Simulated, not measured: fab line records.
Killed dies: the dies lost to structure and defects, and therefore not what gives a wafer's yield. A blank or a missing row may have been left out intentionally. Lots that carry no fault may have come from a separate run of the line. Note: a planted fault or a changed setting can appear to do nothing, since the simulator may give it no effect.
Which tool was responsible?	flow sky130	10 lots with 30 wafers sampled at 4 steps, on a route of 708 steps

WHAT THE GAUGES SHOWED, per wafer
SKY_LI_CONTACT_OVL_MEAS_13.
lot	measured	on	LI_CONTACT_OVL (nm)
L173	day 29 03:17	overlay-02	-6 1 6
L174	day 29 14:32	overlay-01	0 -1 0
L179	day 31 05:47	overlay-01	7 2 6
L182	day 33 11:10	overlay-02	6 -1 -1
L184	day 33 16:32	overlay-02	0 5 6
L187	day 34 04:23	overlay-01	4 13 8
L190	day 34 23:26	overlay-02	-2 -5 5
L191	day 35 05:33	overlay-01	0 -5 0
L192	day 35 11:59	overlay-02	0 5 4
L194	day 35 21:01	overlay-01	1 0 4

SKY_LOCAL_INTERCONNECT_RS_MEAS_01: measurement is done with a four-point probe.
lot	measured	on	LOCAL_INTERCONNECT_TIN_RS (ohm/sq)
L173	day 29 04:34	film_metro-03	14.03 14.27 14.09
L174	day 29 15:50	film_metro-01	13.75 13.96 13.76
L179	day 31 07:04	film_metro-03	13.89 14.12 13.86
L182	day 33 12:26	film_metro-01	8.66 8.68 8.63
L184	day 33 17:48	film_metro-04	8.69 8.69 8.63
L187	day 34 05:39	film_metro-01	13.87 14.03 14.28
L190	day 35 00:42	film_metro-04	13.63 13.93 14.01
L191	day 35 06:52	film_metro-01	14.45 14.21 14.17
L192	day 35 13:26	film_metro-01	13.72 14.13 14.11
L194	day 35 22:17	film_metro-01	13.92 14.16 13.87

SKY_LOCAL_INTERCONNECT_THK_MEAS_02: measures by xrf.
lot	measured	on	LOCAL_INTERCONNECT_TIN_THK (nm)
L173	day 29 04:41	film_metro-03	100.5 99.1 100.4
L174	day 29 15:56	film_metro-01	103.9 102.6 103.7
L179	day 31 07:10	film_metro-03	100.9 99.5 101.0
L182	day 33 12:34	film_metro-01	161.2 161.5 162.3
L184	day 33 17:55	film_metro-04	159.1 158.6 159.8
L187	day 34 05:46	film_metro-01	102.2 101.3 99.0
L190	day 35 00:49	film_metro-04	103.4 100.6 100.1
L191	day 35 06:57	film_metro-01	98.7 100.5 100.4
L192	day 35 13:33	film_metro-01	103.7 100.5 100.3
L194	day 35 22:24	film_metro-01	101.7 100.6 102.2

EACH LOT AND THE TOOL THAT RAN IT (in order: tool; ch and the chambers of the sampled wafers; start)
lot	SKY_LOCAL_INTERCONNECT_SPUTTER_00
L173	pvd_sputter-03, day 29 04:29
L174	pvd_sputter-04, day 29 15:43
L179	pvd_sputter-03, day 31 06:58
L182	pvd_sputter-03, day 33 12:23
L184	pvd_sputter-03, day 33 17:44
L187	pvd_sputter-04, day 34 05:35
L190	pvd_sputter-02, day 35 00:38
L191	pvd_sputter-02, day 35 06:44
L192	pvd_sputter-02, day 35 13:22
L194	pvd_sputter-02, day 35 22:13
- SKY_LOCAL_INTERCONNECT_SPUTTER_00: material TiN, target thk 100 nm, time 83.3 s.

AS READ BY THE TOOLS THEMSELVES (means over the sampled wafers that have a number; for cases with no such wafer, the mark the record gives instead)
SKY_LOCAL_INTERCONNECT_SPUTTER_00.
lot	tool	susceptor_temp_C (C)	throttle_valve_pct (%)
L173	pvd_sputter-03	299.96	30.2
L174	pvd_sputter-04	299.98	31.0
L179	pvd_sputter-03	299.98	30.6
L182	pvd_sputter-03	299.99	29.9
L184	pvd_sputter-03	299.86	29.6
L187	pvd_sputter-04	299.88	31.5
L190	pvd_sputter-02	300.05	30.9
L191	pvd_sputter-02	300.00	31.0
L192	pvd_sputter-02	299.94	31.2
L194	pvd_sputter-02	300.06	31.1

THE ANSWER, worked out from the rows above alone
Rule: the lots themselves supply what counts as usual. Put in order of their means at a reading, lots are off if they are a third of the lots or fewer, leave a main group of 4 or more, and stand apart from it by a gap of 3 or more times the standard deviation of the main group's means; of several such gaps the widest counts. A main group whose means are all the same, to the digits that the tables above print for the reading, isn't used. Also off: a lot with no number at a reading for which 4 or more lots have one. All remaining lots with rows at the step are treated as sound. The gauges are gone through in route order, then the tools' own readings, and for those a lot's mean is taken as printed above. At the first step where some lot is off, the reading lying furthest off is the one used; lots without a number count as furthest.
Off: at SKY_LOCAL_INTERCONNECT_RS_MEAS_01 (LOCAL_INTERCONNECT_TIN_RS), L182, L184. Main group: mean 14.01 ohm/sq, sd 0.14.
If a tool, at a process step before that reading, ran all the lots that are off and no sound lot after the first of them, it fits. Gauges at SKY_LOCAL_INTERCONNECT_RS_MEAS_01: tried the same way as those tools. One fits: SKY_LOCAL_INTERCONNECT_SPUTTER_00 on pvd_sputter-03. A fault onset in the window from L179 (day 31 06:58, its last sound lot) to L182 (day 33 12:23, its first lot off) fits.

WHAT THE SIMULATOR HAD PUT IN
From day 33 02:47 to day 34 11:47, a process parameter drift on pvd_sputter-03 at SKY_LOCAL_INTERCONNECT_SPUTTER_00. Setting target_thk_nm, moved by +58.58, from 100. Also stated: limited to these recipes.
Struck lots among those shown: L182, L184. The rule given above showed the same thing.
